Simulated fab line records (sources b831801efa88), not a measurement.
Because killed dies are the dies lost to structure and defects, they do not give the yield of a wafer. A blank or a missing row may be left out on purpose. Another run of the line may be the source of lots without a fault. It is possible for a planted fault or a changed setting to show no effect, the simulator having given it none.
2 desks looking at one fault	flow sky130	every desk sees just its own numbers, and what lay behind them comes last

== TOOL OWNER'S DESK, pecvd-03 ==
The tool's own readings at SKY_CAP2M_CVD_00 (deposits SiO2, target thk 15.5 nm): means of the sampled wafers that have a number, for each lot that ran on this tool. Any lot whose mean is over 4 standard deviations away from the usual mean is out of limits and marked OUT; that distance is given in the brackets.
Columns: A = heater power w at SKY_CAP2M_CVD_00, usual 718 W; B = susceptor temp C at SKY_CAP2M_CVD_00, usual 400.00 C
lot	first seen here	A	B
L452	day 40 08:58	721	399.86
L455	day 40 21:37	746	399.91
L461	day 42 14:34	827	400.07
L463	day 43 00:55	783	400.06
L465	day 43 15:25	640	400.22
L468	day 44 14:19	706	400.22
L470	day 44 21:01	787	399.91
This desk found nothing out of limits on any of the 7 lots.

== METROLOGY DESK ==
Means of the sampled wafers that have a number, per lot and without regard to the tool the lot ran on: this is what the gauges read. Any lot whose mean is over 4 standard deviations away from the usual mean is out of limits and marked OUT; that distance is given in the brackets.
Columns: A = cd nm at SKY_VIA2_CD_MEAS_12, usual 199.9 nm; B = CAP2M_CVD_00_THK at SKY_CAP2M_THK_MEAS_01, usual 15.39 nm
lot	first seen here	A	B
L452	day 37 00:17	196.2	15.47
L453	day 37 05:28	201.2	15.56
L454	day 37 08:58	200.8	15.51
L455	day 37 14:00	198.4	15.34
L460	day 38 21:15	201.4	15.38
L461	day 39 07:11	198.7	15.12
L463	day 39 18:14	199.0	15.39
L465	day 40 10:01	197.8	14.20 (-5.7) OUT
L466	day 40 13:54	198.8	15.23
L468	day 41 10:41	201.9	13.50 (-9.0) OUT
L470	day 41 19:17	200.9	12.38 (-14) OUT
This desk finds L465, L468, L470 out of limits, with the earliest case on L465 at day 43 15:28 (CAP2M_CVD_00_THK at SKY_CAP2M_THK_MEAS_01). L452, L453, L454, L455, L460, L461, L463, L466: within limits.

== PUT TOGETHER ==
At day 43 15:28 the metrology desk could have sounded an alarm, on L465, L468, L470.
The tool owner's desk saw nothing out of limits.
Tool owner's desk: L465, L468, L470 on record, inside its limits.
Every lot named ran SKY_CAP2M_CVD_00 on pecvd-03.

== WHAT HAD BEEN PUT IN BY THE SIMULATOR ==
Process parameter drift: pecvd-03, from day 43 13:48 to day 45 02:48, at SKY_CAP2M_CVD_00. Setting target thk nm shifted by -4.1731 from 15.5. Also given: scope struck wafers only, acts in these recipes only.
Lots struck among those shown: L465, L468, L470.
Per desk, hours elapsed from the start of the fault to the first reading out of limits: for the metrology desk, 2.
